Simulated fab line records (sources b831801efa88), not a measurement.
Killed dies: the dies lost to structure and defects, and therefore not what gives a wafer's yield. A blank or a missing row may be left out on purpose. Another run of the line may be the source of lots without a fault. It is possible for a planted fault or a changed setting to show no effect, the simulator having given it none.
A lot that was struck, set against a sound lot / flow gf180mcu / 37 out of 602 route steps
Sound: the wafers L723.2, L723.3, L723.4. The struck wafers were L729.4, L729.5, L729.6. Last of all comes the cause.
Each step with rows lists, per side, the tool, then ch with its chambers, then its first start. Under that, the readings that differ: sound wafers / struck wafers / difference of the means / sigmas: that difference in standard deviations of wafers without a fault.
alike: same words and numbers on both sides, and readings whose means sit less than 2 such deviations apart. not compared: any withheld reading, any reading some wafer has no value for, any bound like >300 that may hide the same value, and any number with overlapping values for which the record gives no deviation.
Wherever a step has rows on one side only, a row that says differs or no value, or a row with sigmas, the two part there. When numbers do not overlap yet have no deviation, they are printed without sigmas and do not part them. A reading that every wafer of one side lacks parts them only if that side has two wafers or more.

first, 2 steps without rows for these wafers: GF_M1_PEB_12 (peb time 90 s); GF_M1_DEVELOP_13 (develop time 60 s).
GF_M1_CD_MEAS_14: the cd target is 230 nm.
  sound on cdSem-01 at day 20 22:42; struck on cdSem-02 at day 23 02:40
reading=cdNm (nm); sound=228.7 229.8 227.8; struck=232.5 232.2 231.7; difference=+3.4; sigmas=+3
GF_M1_OVL_MEAS_15:
  sound on overlay-02 at day 20 22:48; struck on overlay-02 at day 23 02:45
  alike: M1_OVL
GF_M1_METAL_ETCH_16: etches the open film in Cl2/BCl3, stops on SiO2, target depth 627.5 nm, time 104.6 s.
  sound on rieMetal-02 ch 0,1, day 20 22:50; struck on rieMetal-02 ch 0,1, day 23 02:48
  alike: drypumpMotorCurrentA, oesProductAu, throttleValvePct
  not compared: rfHoursCounterH
GF_M1_STRIP_17: strips in O2/N2.
  sound on plasmaAsher-02 ch 0,1, day 20 22:56; struck on plasmaAsher-01 ch 0,1, day 23 02:55
  alike: drypumpMotorCurrentA, heaterPowerW, oesProductAu, stripTimeToEndpointS
  not compared: rfHoursCounterH
then, 3 steps without rows for these wafers: GF_M1_STRIP_18 (strips in post etch residue remover, time 1200 s); GF_M1_CLEAN_19 (cleans in DIW); GF_V1_CVD_00 (deposits SiO2, target thk 600 nm, time 100 s).
GF_V1_THK_MEAS_01:
  sound on filmMetro-03 at day 20 23:36; struck on filmMetro-04 at day 23 03:31
  alike: V1_CVD_00_THK
GF_V1_CVD_02: deposits SiO2 from TEOS, target thk 850 nm, time 94.851 s.
  sound on pecvd-01 ch 0,2, day 20 23:39; struck on pecvd-01 ch 0,1,2, day 23 03:35
  alike: heaterPowerW
GF_V1_THK_MEAS_03:
  sound on filmMetro-04 at day 20 23:44; struck on filmMetro-03 at day 23 03:38
  alike: V1_CVD_02_THK
GF_V1_CMP_04: polishes SiO2.
  sound on cmp-01 ch 0,1,3, day 20 23:47; struck on cmp-01 ch 1,2,3, day 23 03:49
reading=timeToEndpointS (s); sound=85 86 87; struck=114 107 109; difference=+24; sigmas=+5
reading=model.SiO2_of_V1_CVD_02.thkNm (nm); sound=632.4 633.3 631; struck=711.4 706.3 707; difference=+76.0; sigmas=
  alike: edgeZonePressureFrac, motorCurrentA, retainingRingPressureFrac
GF_V1_BOW_MEAS_05:
  sound on filmMetro-04 at day 21 00:06; struck on filmMetro-04 at day 23 04:02
  alike: V1_BOW
then, 8 steps without rows for these wafers: GF_V1_DEHYDRATE_06 (time 60 s); GF_V1_HMDS_07 (prime time 60 s); GF_V1_COAT_08; GF_V1_COAT_09 (resist thk 993 nm); GF_V1_SOFTBAKE_10 (time 60 s); GF_V1_EXPOSE_11 (exposes mask Via1, target cd 260 nm); GF_V1_PEB_12 (peb time 90 s); GF_V1_DEVELOP_13 (develop time 60 s).
GF_V1_CD_MEAS_14: the cd target is 260 nm.
  sound on cdSem-02 at day 21 23:45; struck on cdSem-01 at day 24 03:05
  alike: cdNm
GF_V1_OVL_MEAS_15:
  sound on overlay-02 at day 21 23:51; struck on overlay-02 at day 24 03:10
  alike: V1_OVL
then, 1 step without rows for these wafers: GF_V1_ETCH_16 (etches BARC in N2/H2).
GF_V1_ETCH_17: etches SiO2 in C4F8/O2/Ar, stops on TiN, target depth 630 nm.
  sound: rieDiel-03 ch 1,2; struck: rieDiel-02 ch 0,1,3
reading=oesProductAu (a.u.); sound=0.855 0.860 0.854; struck=0.915 0.907 0.922; difference=+0.058; sigmas=+12
reading=model.etch.depthNm (nm); sound=632.4 633.3 631; struck=711.4 706.3 707; difference=+76.0; sigmas=
reading=model.V1.featureDepthNm (nm); sound=632.4 633.3 631; struck=711.4 706.3 707; difference=+76.0; sigmas=
then, 4 steps without rows for these wafers: GF_V1_STRIP_18 (strips in O2/N2); GF_V1_STRIP_19 (strips in post etch residue remover, time 1200 s); GF_V1_CLEAN_20 (cleans in DIW); GF_V1_SPUTTER_21 (material Ti, target thk 15 nm, time 80.02 s).
GF_V1_SPUTTER_22: material TiN, target thk 10 nm, time 40 s.
  sound on pvdSputter-04 at day 22 00:37; struck on pvdSputter-03 at day 24 03:54
  alike: throttleValvePct
GF_V1_CVD_23: deposits W, target thk 350 nm, time 105.05 s.
  sound on cvdW-02 ch 0,1, day 22 00:39; struck on cvdW-02 ch 0,1, day 24 03:59
  alike: heaterPowerW
GF_V1_RS_MEAS_24: measurement is done with a four-point probe.
  sound on filmMetro-03 at day 22 00:47; struck on filmMetro-02 at day 24 04:07
  alike: V1_W_RS
GF_V1_THK_MEAS_25: measures by xrf.
  sound on filmMetro-03 at day 22 00:53; struck on filmMetro-02 at day 24 04:13
  alike: V1_W_THK
GF_V1_CMP_26: polishes, stops on SiO2, t overpolish 15 s, target thk 0 nm.
  sound on cmp-01 ch 1,2,3, day 22 00:56; struck on cmp-01 ch 1,2,3, day 24 04:23
reading=model.SiO2_of_V1_CVD_02.thkNm (nm); sound=628.6 629.5 627.2; struck=707.6 702.5 703.2; difference=+76.0; sigmas=
  alike: edgeZonePressureFrac, motorCurrentA, retainingRingPressureFrac
then, 1 step without rows for these wafers: GF_M2_SPUTTER_00 (material Ti, target thk 37.5 nm, time 150 s).
-- the record jumps here: 9 days lie between the struck wafers' starts before and after (it left off in module M2 and takes up again in module PASSIVATION, whose first step shown is number 602 of the route) --
GF_PASSIVATION_PROBE_99:
  only the struck wafers here have rows in the record (prober-01, day 33 14:55); the sound ones have none

== WHERE THEY PART ==
Last at GF_PASSIVATION_PROBE_99 as far as this record goes, first at GF_M1_CD_MEAS_14.

WHY: what had been put in by the simulator
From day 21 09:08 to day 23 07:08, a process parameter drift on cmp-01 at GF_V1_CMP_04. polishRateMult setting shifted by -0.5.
